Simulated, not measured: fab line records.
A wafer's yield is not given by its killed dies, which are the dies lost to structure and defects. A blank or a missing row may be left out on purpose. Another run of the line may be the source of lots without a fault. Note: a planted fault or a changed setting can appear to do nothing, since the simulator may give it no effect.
Split-lot trial	flow sky130	on a route of 708 steps: 5 lots, 21 wafers read

== ABOUT THE SPLIT ==
At SKY_VIA2_CMP_02 (polishes SiO2), the setting leave above ref nm was moved away from the recipe's 495 nm on 9 of the 21 wafers read, by -5.6% to +6.1%. The other wafers ran this setting at the recipe's value.

The reading is taken at the split's own step.

== THE READING ==
SiO2_of_VIA2_HDPCVD_00.thk nm (the simulator's own value, which no gauge read), in nm, at SKY_VIA2_CMP_02 (polishes SiO2). There is no usual value for it anywhere in the file. Across the 12 wafers here that went through the recipe, the average is 494.9 nm and the standard deviation 0.99 nm.

wafer	tool, chamber at the split	leave above ref nm as run, nm	against the recipe	SiO2_of_VIA2_HDPCVD_00.thk nm, nm	against lot-mates on the recipe
L074.4	cmp-02, 0	495	recipe	494.5	-
L074.1	cmp-02, 1	525.3	+6.1%	525.4	+30.3
L074.2	cmp-02, 2	525.3	+6.1%	527.1	+32.0
L074.3	cmp-02, 3	495	recipe	495.7	-
L074.5	cmp-02, 0	525.3	+6.1%	524.4	+29.3
L076.2	cmp-02, 0	495	recipe	494.5	-
L076.1	cmp-02, 2	495	recipe	494.7	-
L076.3	cmp-02, 3	515.1	+4.1%	514.9	+20.3
L076.6	cmp-02, 0	515.1	+4.1%	515	+20.4
L076.5	cmp-02, 1	515.1	+4.1%	514.5	+19.9
L081.1	cmp-01, 1	495	recipe	495.1	-
L081.2	cmp-01, 3	495	recipe	494	-
L081.6	cmp-01, 0	495	recipe	493	-
L083.3	cmp-02, 0	467.4	-5.6%	466.4	-28.4
L083.2	cmp-02, 1	495	recipe	494.4	-
L083.4	cmp-02, 2	467.4	-5.6%	467.8	-27.0
L083.5	cmp-02, 3	467.4	-5.6%	468.9	-25.9
L083.6	cmp-02, 0	495	recipe	495.2	-
L084.2	cmp-02, 2	495	recipe	495.7	-
L084.1	cmp-02, 0	495	recipe	494.9	-
L084.5	cmp-02, 2	495	recipe	497.2	-

FIT RESULTS
A straight line over all 21 wafers: SiO2_of_VIA2_HDPCVD_00.thk nm changes by +4.94 nm for each +1% of leave above ref nm; r = +1.00; the points scatter about the line by 1 nm.
The same after taking each lot's own level away (the mean of its wafers on the recipe; 21 wafers): +4.93 nm for each +1%; r = +1.00; scatter 0.84 nm.
The reading moves by 30 nm for the largest change in leave above ref nm, on that fit.
The span of the lots' own levels, 494.03 to 495.93 nm, comes to 1.9 times the standard deviation stated above.
The two slopes are in agreement: the lot-to-lot level therefore moves the slope only a little.
Check: with one of the wafers moved furthest among these (+6.1%) left out of the fit, the line predicts +30.3 nm for it against its lot-mates. It came out at +30.3 nm against them.

== ADDITIONAL SPLITS CARRIED BY THESE WAFERS ==
Note: prior to the reading, these wafers also went through further splits. Each is held against what the fit with the lots' levels taken away leaves over:
other split on the same wafers	wafers away from the commonest value	r with SiO2_of_VIA2_HDPCVD_00.thk nm (lot level and that fit taken away)
SKY_CONTACT_HDPCVD_02 sih4 flow sccm	9	+0.16
SKY_CONTACT_SPUTTER_23 time s	6	+0.05
SKY_METAL1_SPUTTER_00 time s	9	-0.37
SKY_VIA1_CMP_02 leave above ref nm	6	+0.23
SKY_VIA1_SPUTTER_20 chamber pressure pa	13	+0.02
SKY_METAL2_SPUTTER_02 power w	3	+0.15
SKY_METAL2_COAT_10 resist thk nm	10	+0.21
SKY_METAL2_DEVELOP_14 dev temp c	5	-0.26

== FILE'S OWN FIT ==
SiO2_of_VIA2_HDPCVD_00.thk nm changes by +4.94 nm for each +1% of leave above ref nm, r = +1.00.
